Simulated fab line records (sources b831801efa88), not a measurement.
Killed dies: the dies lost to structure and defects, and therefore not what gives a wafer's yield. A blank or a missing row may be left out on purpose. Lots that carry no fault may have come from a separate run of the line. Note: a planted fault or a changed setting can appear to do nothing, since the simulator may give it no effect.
fab line records	flow sky130
record lots=5	wafers=15	last-day=50
route steps=708 shown RES_XHIGH@332 SD_N@342 PAD_OPEN@708
lots with no fault: from the same line, run without faults
start-h: the number of hours between the record's first day and the start of the first shown wafer of the lot	wait-h: time in hours since the lot's previous step	" the same as in the row above	L1.1+2: several wafers, shown together as one row	- either no value or no given start	* or withheld: withheld	< > ~ a bound
route shown NAME@n: NAME is a module with steps in the file, n the number in the route of the first one	usual: mean/standard deviation taken from wafers without a fault	same: alike in all rows	chamber/n: place in a boat	sites: each site's reading	_std_site: how widely they spread, as a standard deviation	_edge_site: inner sites' mean taken away from outer sites' mean	radius-mm: how far each site lies from the wafer's centre	mask NAME#n: copy n	behind: the last tool/chamber to shape the wafer	hold: why the lot was held/for how many hours/how that ended	device: the n, p or np transistor that did not switch	end of line: the tests these same wafers got at the end of their route	step lacking rows: just its recipe	killed: not the wafer's yield, but the dies lost to structure and defects at the first sort	map: the dies of a wafer, with x for killed, . for not killed, _ for no die there
set.NAME: setting as actually run; set.NAME@STEP: the setting as run at that earlier step	model.NAME: the simulator's own value behind a step, which no gauge read
lots at some steps of the route; a table a step, a row a wafer
services: a tool's chamber out of use, with start hour (start-h, from the record's first day; less than 0 if before it), hours out, and reason
## steps
# step SKY_RES_XHIGH_DEHYDRATE_00
# recipe temp-c=200	time-s=60
# step SKY_RES_XHIGH_HMDS_01
# recipe prime-time-s=60	prime-temp-c=120
# step SKY_RES_XHIGH_COAT_02
# recipe resist=NOVOLAK	spin-rpm=3000	resist-thk-nm=1140
# step SKY_RES_XHIGH_SOFTBAKE_03
# recipe temp-c=90	time-s=60	resist=NOVOLAK
# step SKY_RES_XHIGH_EXPOSE_04
# recipe mask-id=URPM	na=0.6	source-shape=conventional	sigma-outer=0.6	polarization=unpolarized	target-cd-nm=1270	dose-mj=140
# step SKY_RES_XHIGH_PEB_05
# recipe temp-c=withheld	time-s=*	resist=NOVOLAK
# step SKY_RES_XHIGH_DEVELOP_06
# recipe resist=NOVOLAK	developer=TMAH	develop-time-s=60	dev-temp-c=23
# step SKY_RES_XHIGH_IMPLANT_07
# recipe species=BF2	energy-kev=20	dose-cm2=3.6e+14	tilt-deg=0
# step SKY_RES_XHIGH_STRIP_08
# recipe chemistry=O2/N2	power-w=1400	pressure-mtorr=1500	platen-temp-c=withheld	o2-flow-sccm=3000	n2-flow-sccm=300	overash-fraction=0.5
# usual drypump-motor-current-A=5.8/0.43	o2-flow-sccm=3000/8.2	oes-product-au=0.712/0.0045	strip-time-to-endpoint-s=14.28/0.038
lot.wafer	tool	chamber	start-h	wait-h	drypump-motor-current-A	o2-flow-sccm	oes-product-au	rf-hours-counter-h	strip-time-to-endpoint-s
L957.1	plasma-asher-02	1	641.65	0.1	4.9	2995	0.709	22	14.29
L957.5	"	0	"	"	5.8	2991	0.715	-	14.26
L957.6	"	1	"	"	4.9	2979	0.712	-	14.31
L959.1	plasma-asher-01	0	652.45	0.1	6.3	2995	0.711	56	14.26
L959.4	"	1	"	"	5.4	2983	0.722	-	14.27
L959.5	"	0	"	"	6.3	2994	0.714	-	14.29
L961.1	plasma-asher-04	1	678.77	0.1	6.0	3005	0.715	90	14.31
L961.2	"	0	"	"	6.1	3009	0.709	90	14.29
L961.6	"	1	"	"	6.0	2993	0.707	-	14.25
L967.2	plasma-asher-01	1	722.66	0.1	5.4	3015	0.711	63	14.20
L967.4	"	1	"	"	5.4	3001	0.719	-	14.25
L967.6	"	1	"	"	5.4	3009	0.714	-	14.27
L975.3	plasma-asher-04	1	786.60	0.1	6.1	3008	0.719	-	14.27
L975.4	"	0	"	"	6.1	2987	0.712	-	14.22
L975.5	"	1	"	"	6.0	3006	0.713	-	14.23
# step SKY_RES_XHIGH_TW_MEAS_09
# usual RES_XHIGH_TW=1638/12
lot.wafer	tool	chamber	start-h	wait-h	RES_XHIGH_TW
L957.1	film-metro-03	-	641.75	0.1	1629
L957.5	"	-	"	"	1623
L957.6	"	-	"	"	1637
L959.1	film-metro-03	-	652.55	0.1	1651
L959.4	"	-	"	"	1637
L959.5	"	-	"	"	1645
L961.1	film-metro-03	-	678.87	0.1	1644
L961.2	"	-	"	"	1637
L961.6	"	-	"	"	1620
L967.2	film-metro-03	-	722.77	0.1	1639
L967.4	"	-	"	"	1635
L967.6	"	-	"	"	1627
L975.3	film-metro-03	-	786.69	0.1	1635
L975.4	"	-	"	"	1641
L975.5	"	-	"	"	1642
# step SKY_SD_N_DEHYDRATE_00
# recipe temp-c=200	time-s=60
# step SKY_SD_N_HMDS_01
# recipe prime-time-s=60	prime-temp-c=120
# step SKY_SD_N_COAT_02
# recipe resist=NOVOLAK	spin-rpm=3000	resist-thk-nm=1140
# usual spin-speed-rpm=3000.1/1.9
lot.wafer	tool	chamber	start-h	wait-h	spin-speed-rpm	model.NOVOLAK_of_SD_N_COAT_02.thk-nm
L957.1	litho-track-02	0	656.36	0.1	2998.6	1143
L957.5	"	0	"	"	3001.9	1145
L957.6	"	0	"	"	3000.7	1140
L959.1	litho-track-04	0	666.75	0.1	2999.5	1143
L959.4	"	0	"	"	3000.6	1141
L959.5	"	0	"	"	2999.5	1141
L961.1	litho-track-01	0	692.91	0.1	2999.5	1139
L961.2	"	0	"	"	3003.3	1142
L961.6	"	0	"	"	3001.7	1140
L967.2	litho-track-02	0	736.39	0.1	3000.2	1141
L967.4	"	0	"	"	3002.7	1140
L967.6	"	0	"	"	2999.1	1138
L975.3	litho-track-01	0	799.96	0.1	3000.4	1087
L975.4	"	0	"	"	3003.0	1091
L975.5	"	0	"	"	3001.7	1087
# step SKY_SD_N_SOFTBAKE_03
# recipe temp-c=90	time-s=60	resist=NOVOLAK
# step SKY_SD_N_EXPOSE_04
# recipe mask-id=NSDM	na=0.6	source-shape=conventional	sigma-outer=0.6	polarization=unpolarized	target-cd-nm=380	dose-mj=141
# step SKY_SD_N_PEB_05
# recipe temp-c=withheld	time-s=*	resist=NOVOLAK
# step SKY_SD_N_DEVELOP_06
# recipe resist=NOVOLAK	developer=TMAH	develop-time-s=60	dev-temp-c=23
lot.wafer	tool	chamber	start-h	wait-h	model.NOVOLAK_of_SD_N_COAT_02.thk-nm
L957.1	litho-track-02	0	670.21	0.1	1143
L957.5	"	0	"	"	1144
L957.6	"	0	"	"	1140
L959.1	litho-track-01	0	681.56	0.1	1142
L959.4	"	0	"	"	1140
L959.5	"	0	"	"	1141
L961.1	litho-track-04	0	710.75	0.1	1139
L961.2	"	0	"	"	1142
L961.6	"	0	"	"	1140
L967.2	litho-track-02	0	750.09	0.1	1140
L967.4	"	0	"	"	1139
L967.6	"	0	"	"	1138
L975.3	litho-track-02	0	811.96	0.1	1086
L975.4	"	0	"	"	1090
L975.5	"	0	"	"	1087
# step SKY_SD_N_CD_MEAS_07
# recipe target-cd-nm=380
# usual cd-nm=380.1/1.9
lot.wafer	tool	chamber	start-h	wait-h	cd-nm
L957.1	cd-sem-02	-	670.36	0.1	379.5
L957.5	"	-	"	"	379.0
L957.6	"	-	"	"	381.9
L959.1	cd-sem-02	-	681.71	0.1	382.4
L959.4	"	-	"	"	382.2
L959.5	"	-	"	"	381.8
L961.1	cd-sem-01	-	710.90	0.1	377.2
L961.2	"	-	"	"	377.9
L961.6	"	-	"	"	378.1
L967.2	cd-sem-02	-	750.23	0.1	380.5
L967.4	"	-	"	"	383.8
L967.6	"	-	"	"	383.8
L975.3	cd-sem-02	-	812.10	0.1	381.0
L975.4	"	-	"	"	381.5
L975.5	"	-	"	"	381.8
# step SKY_SD_N_OVL_MEAS_08
# usual SD_N_OVL=-1.1/1.2
lot.wafer	tool	chamber	start-h	wait-h	SD_N_OVL[nm]
L957.1	overlay-01	-	670.48	0.1	-2.9
L957.5	"	-	"	"	-3.7
L957.6	"	-	"	"	-2.4
L959.1	overlay-02	-	681.83	0.1	-2.1
L959.4	"	-	"	"	-1.8
L959.5	"	-	"	"	-0.7
L961.1	overlay-02	-	711.02	0.1	-1.4
L961.2	"	-	"	"	-0.8
L961.6	"	-	"	"	-2.1
L967.2	overlay-01	-	750.34	0.1	0.3
L967.4	"	-	"	"	1.3
L967.6	"	-	"	"	1.1
L975.3	overlay-01	-	812.20	0.1	-0.8
L975.4	"	-	"	"	-1.3
L975.5	"	-	"	"	-1.4
# step SKY_SD_N_IMPLANT_09
# recipe species=As	energy-kev=50	dose-cm2=4e+15	tilt-deg=0
# step SKY_SD_N_IMPLANT_10
# recipe species=P	energy-kev=19.71	dose-cm2=1e+14	tilt-deg=0
# step SKY_SD_N_STRIP_11
# recipe chemistry=O2/N2	power-w=1400	pressure-mtorr=1500	platen-temp-c=withheld	o2-flow-sccm=3000	n2-flow-sccm=300	overash-fraction=0.5
# usual drypump-motor-current-A=5.7/0.39	o2-flow-sccm=3001/8.7	oes-product-au=0.527/0.0046	strip-time-to-endpoint-s=22.55/0.034
lot.wafer	tool	chamber	start-h	wait-h	drypump-motor-current-A	o2-flow-sccm	oes-product-au	rf-hours-counter-h	strip-time-to-endpoint-s
L957.1	plasma-asher-02	1	670.82	0.1	4.9	3003	0.520	25	22.58
L957.5	"	1	"	"	4.9	2994	0.526	-	22.60
L957.6	"	0	"	"	5.8	3005	0.526	-	22.56
L959.1	plasma-asher-02	1	682.17	0.1	4.9	3001	0.526	26	22.58
L959.4	"	0	"	"	5.9	2986	0.526	-	22.57
L959.5	"	0	"	"	5.9	2995	0.535	-	22.59
L961.1	plasma-asher-01	1	711.36	0.1	5.4	3011	0.531	62	22.52
L961.2	"	0	"	"	6.3	2998	0.527	62	22.56
L961.6	"	0	"	"	6.2	3005	0.530	-	22.54
L967.2	plasma-asher-03	0	750.67	0.1	5.6	3008	0.525	91	22.55
L967.4	"	1	"	"	6.0	2996	0.529	-	22.55
L967.6	"	0	"	"	5.6	3012	0.534	-	22.51
L975.3	plasma-asher-01	1	812.55	0.1	5.5	3019	0.518	-	21.92
L975.4	"	0	"	"	6.2	3004	0.519	-	21.98
L975.5	"	0	"	"	6.2	3015	0.523	-	21.94
# step SKY_SD_N_TW_MEAS_12
# usual SD_N_TW=3989/35
lot.wafer	tool	chamber	start-h	wait-h	SD_N_TW
L957.1	film-metro-02	-	670.92	0.1	3997
L957.5	"	-	"	"	3999
L957.6	"	-	"	"	3984
L959.1	film-metro-02	-	682.27	0.1	3948
L959.4	"	-	"	"	3956
L959.5	"	-	"	"	3975
L961.1	film-metro-02	-	711.46	0.1	3966
L961.2	"	-	"	"	3972
L961.6	"	-	"	"	3960
L967.2	film-metro-01	-	750.78	0.1	4051
L967.4	"	-	"	"	4048
L967.6	"	-	"	"	4051
L975.3	film-metro-03	-	812.64	0.1	3958
L975.4	"	-	"	"	3975
L975.5	"	-	"	"	3954
# step SKY_PAD_OPEN_PROBE_99
# usual killed_at_M0_to_M3=43/5.9	killed_at_M4_up=2.9/1.5	killed-at-contacts=24/5	killed-at-front-end=15/4.8	killed-at-other=0.2/0.5	killed-dies=86/9.3	killed-open=47/7.1	killed-short=38/6.3
# same gross-dies=492	killed-at-back-side=0
lot.wafer	tool	chamber	start-h	wait-h	killed_at_M0_to_M3	killed_at_M4_up	killed-at-contacts	killed-at-front-end	killed-at-other	killed-dies	killed-open	killed-short
L957.1	prober-01	-	1098.03	0.1	35	3	24	21	0	83	48	35
L957.5	prober-01	-	1098.23	0.2	47	3	30	17	0	97	48	49
L957.6	prober-01	-	1098.28	0.2	51	2	27	19	1	100	50	50
L961.1	prober-01	-	1128.65	0.1	38	2	17	10	0	67	38	29
L961.2	prober-01	-	1128.70	0.1	42	1	20	12	0	75	47	28
L961.6	prober-01	-	1128.90	0.2	47	5	35	21	0	108	71	37
L975.3	prober-02	-	1194.92	0.2	39	3	28	7	0	77	42	35
L975.4	prober-02	-	1194.97	0.2	49	1	31	12	0	93	51	42
L975.5	prober-02	-	1195.02	0.2	39	0	25	10	0	74	45	29
# killed by level:class
L957.1 VIA1:geometric-particle:open=9 FIELD_ISO:geometric-particle:open=8 LI_CONTACT:geometric-particle:open=8 CONTACT:geometric-particle:open=6 FIELD_ISO:geometric-particle:short=5 VIA3:geometric-particle:open=5 VIA3:geometric-particle:short=4 CONTACT:geometric-particle:short=4
L957.5 VIA1:geometric-particle:open=10 FIELD_ISO:geometric-particle:short=7 CONTACT:geometric-particle:open=7 LI_CONTACT:geometric-particle:open=7 CONTACT:geometric-particle:short=6 METAL2:geometric-particle:short=6 VIA3:geometric-particle:open=6 LOCAL_INTERCONNECT:geometric-particle:short=5
L957.6 LI_CONTACT:geometric-particle:open=11 METAL2:geometric-particle:short=11 VIA2:geometric-particle:open=9 VIA3:geometric-particle:open=9 CONTACT:geometric-particle:open=8 METAL3:geometric-particle:short=6 CONTACT:geometric-particle:short=5 FIELD_ISO:geometric-particle:open=4
L961.1 VIA2:geometric-particle:open=9 LI_CONTACT:geometric-particle:open=8 METAL1:geometric-particle:short=7 VIA1:geometric-particle:open=7 POLY_GATE:geometric-particle:short=4 CONTACT:geometric-particle:open=4 CONTACT:geometric-particle:short=3 VIA1:geometric-particle:short=3
L961.2 VIA1:geometric-particle:open=10 CONTACT:geometric-particle:open=7 CONTACT:geometric-particle:short=6 METAL1:geometric-particle:open=6 FIELD_ISO:geometric-particle:open=5 LI_CONTACT:geometric-particle:open=5 VIA2:geometric-particle:open=5 METAL2:geometric-particle:short=4
L961.6 LI_CONTACT:geometric-particle:open=13 CONTACT:geometric-particle:open=13 VIA2:geometric-particle:open=10 VIA1:geometric-particle:open=9 FIELD_ISO:geometric-particle:open=7 VIA3:geometric-particle:open=7 FIELD_ISO:geometric-particle:short=6 CONTACT:geometric-particle:short=5
L975.3 CONTACT:geometric-particle:open=13 LI_CONTACT:geometric-particle:open=9 METAL1:geometric-particle:short=8 VIA1:geometric-particle:open=7 METAL2:geometric-particle:short=5 VIA2:geometric-particle:open=4 VIA3:geometric-particle:open=4 LOCAL_INTERCONNECT:geometric-particle:short=3
L975.4 VIA3:geometric-particle:open=10 LI_CONTACT:geometric-particle:open=9 CONTACT:geometric-particle:open=9 CONTACT:geometric-particle:short=9 VIA1:geometric-particle:open=8 METAL2:geometric-particle:short=7 VIA1:geometric-particle:short=6 METAL1:geometric-particle:open=4
L975.5 CONTACT:geometric-particle:open=13 VIA1:geometric-particle:open=11 FIELD_ISO:geometric-particle:short=5 VIA1:geometric-particle:short=5 VIA2:geometric-particle:open=5 VIA3:geometric-particle:open=5 LI_CONTACT:geometric-particle:open=4 CONTACT:geometric-particle:short=4
## services
tool	chamber	start-h	hours	kind
plasma-asher-04	-	657.71	2.0	repair
plasma-asher-03	-	666.57	2.0	repair
plasma-asher-03	-	686.33	1.7	repair
plasma-asher-04	-	687.34	9.6	repair
plasma-asher-02	-	698.16	0.6	repair
plasma-asher-02	-	701.27	4.0	pm
plasma-asher-04	-	733.75	9.0	pm
plasma-asher-04	0	733.75	9.0	vent-cycle
plasma-asher-04	1	733.75	9.0	vent-cycle
plasma-asher-01	-	734.11	4.1	repair
plasma-asher-04	0	742.75	-	clean
plasma-asher-04	1	742.75	-	clean
plasma-asher-04	-	754.96	0.3	repair
## key
first-sign step=SKY_SD_N_STRIP_11	reading=strip-time-to-endpoint-s	direction=down	sigmas=18	usual=*	struck=*	through=*
effect none on later readings
model-effect step=SKY_SD_N_COAT_02	value=NOVOLAK_of_SD_N_COAT_02.thk-nm	without=1141	struck=1088
model-effect step=SKY_SD_N_DEVELOP_06	value=NOVOLAK_of_SD_N_COAT_02.thk-nm	without=1141	struck=1088
met-at SKY_SD_N_COAT_02
struck-wafers L975.3,L975.4,L975.5
tester-left-out L975
loop-trim step=SKY_SD_N_EXPOSE_04	setting=dose	lots=L975
onset-between 692.91 799.96
also-fits time
fault kind=process-parameter-drift	tool=litho-track-01	chamber=-	onset-h=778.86	steps=SKY_SD_N_COAT_02	channel=resist-thk-nm	offset=-52.794	shape=step	end-h=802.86	acts-in=these-recipes-only	stated=1140
# tester-left-out: of these lots the tester's yield and bins aren't shown, on N5 and GAA mostly nor the transistor test; their killed dies are dies lost to structure and defects alone, not to doping, threshold or leakage, so they don't give the yield
# loop-trim: a control loop set the setting to another value than it would have without faults
